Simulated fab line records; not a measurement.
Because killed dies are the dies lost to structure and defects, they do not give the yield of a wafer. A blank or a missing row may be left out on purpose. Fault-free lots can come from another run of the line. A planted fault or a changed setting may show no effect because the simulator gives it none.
Problem report, 8D (eight disciplines) form, completed by code    flow sky130    the parts of the form that need people (team, actions taken, sign-off) are left out

## 1. THE ISSUE
Mean of oes-product-au at SKY_METAL4_ETCH_16: 1.006 a.u. across 3 wafers in 2 lots; on wafers with no fault it is 0.625 a.u. (standard deviation 0.0047). That is +81 standard deviations from the usual mean.
The step: etches BARC in N2/H2, stops on SiO2, time 88.2 s, target depth 60 nm.
Seen first at day 44 22:35 on rie-metal-03, wafer L694.6. The record holds 27 wafers of 9 lots with a number at this step. Rule for "out", or "out of limits": more than 4 standard deviations from the usual mean. The other wafers with a number count as sound.

## 2. WHAT IT IS AND WHAT IT IS NOT
question                     is                                                is not
which readings at this step  oes-product-au, run-length-s, throttle-valve-pct  chamber-pressure-mTorr, drypump-motor-current-A, he-backside-leak-sccm
which lots                   L694, L699                                        L683, L686, L687, L688, L689, L695, L701
which wafers of those lots   L694.6, L699.2, L699.5                            L694.1, L694.5, L699.1
read on which tools          rie-metal-03                                      rie-metal-01, rie-metal-04
when                         from day 44 22:35                                 up to then (20 sound wafers); but 4 sound wafers of L699, L701 came after

## 3. THE SUSPECTS, EACH WITH WHAT RULES IT OUT
Counting: if a tool at a process step up to the reading ran every lot that is out, it stays a suspect. Sound lots after the first of them don't rule it out here, since some wafers of a struck lot are sound.
- rie-metal-03 at SKY_METAL4_DESCUM_15 (chemistry O2, time 8 s): kept. It processed each lot that is out (first: L694, day 44 22:33); up to then, its last sound lot is L695 (day 44 20:49).
- rie-metal-03 at SKY_METAL4_ETCH_16 (etches BARC in N2/H2, stops on SiO2, time 88.2 s, target depth 60 nm): kept. It processed each lot that is out (first: L694, day 44 22:35); up to then, its last sound lot is L695 (day 44 20:51). On those wafers its own readings are out: oes-product-au, run-length-s, throttle-valve-pct.
- Within rie-metal-03 at SKY_METAL4_DESCUM_15, the wafers that are out were processed in chamber 1 and their sound lot-mates in chamber 0.
- Within rie-metal-03 at SKY_METAL4_ETCH_16, the wafers that are out were processed in chamber 1 and their sound lot-mates in chamber 0.
What counting leaves: rie-metal-03 at SKY_METAL4_DESCUM_15 and rie-metal-03 at SKY_METAL4_ETCH_16.

## 4. THE CAUSE (what the simulator had put in)
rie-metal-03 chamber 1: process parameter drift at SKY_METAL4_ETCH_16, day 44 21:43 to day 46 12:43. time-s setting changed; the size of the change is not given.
This tool is one of the 2 suspects left after counting.

## 5. SEQUENCE OF EFFECTS, ordered by route
Rows list readings where the struck wafers' mean (over those with a number) sits beyond 3 standard deviations from the usual. Readings are gone through only where the record gives a usual standard deviation; hours: the median, over the lots, of the time from a lot's start at the first step in this table giving one to that lot's start at this step; sigmas: the change measured in usual standard deviations.
hours  step                      reading               usual       on struck wafers  change  sigmas
0      SKY_METAL4_ETCH_16        oes-product-au        0.625 a.u.  1.006             +0.381  +81
0      SKY_METAL4_ETCH_16        run-length-s          116.7 s     56.0              -60.7   -67
0      SKY_METAL4_ETCH_16        throttle-valve-pct    13.204 %    13.256            +0.052  +5.4
0      SKY_METAL4_ETCH_17        oes-product-au        0.754 a.u.  0.394             -0.360  -51
0      SKY_METAL4_METAL_ETCH_18  oes-product-au        0.865 a.u.  0.404             -0.461  -65
84     SKY_PAD_OPEN_PROBE_99     defect-limited-yield  82.6 %      4.3               -78.3   -41
84     SKY_PAD_OPEN_PROBE_99     killed_at_M4_up       3.0         391.7             +388.7  +99 or more
84     SKY_PAD_OPEN_PROBE_99     killed-dies           86          471               +385    +42
84     SKY_PAD_OPEN_PROBE_99     killed-on-rim         16          95                +79     +20
84     SKY_PAD_OPEN_PROBE_99     sort_bin_5_function   10.5 %      88.6              +78.1   +56
84     SKY_PAD_OPEN_PROBE_99     sort-n-pass           406         21                -385    -42
84     SKY_PAD_OPEN_PROBE_99     sort-yield-pct        82.6 %      4.3               -78.3   -41
Here are the process steps it includes:
- SKY_METAL4_ETCH_16: etches BARC in N2/H2, stops on SiO2, time 88.2 s, target depth 60 nm.
- SKY_METAL4_ETCH_17: etches SiO2 in C4F8/O2/Ar, stops on TiN, time 3.9 s, target depth 15 nm.
- SKY_METAL4_METAL_ETCH_18: etches the open film in Cl2/BCl3, stops on SiO2, target depth 845 nm, time 183.1 s.
- SKY_PAD_OPEN_PROBE_99
Readings that are blank on the struck wafers while sound wafers have them: bias-w at SKY_METAL4_ETCH_16.

## 6. WHAT WOULD HAVE CAUGHT IT SOONER
In this record the first reading out of limits was taken at day 44 22:35, 1 hour after the fault began at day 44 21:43.
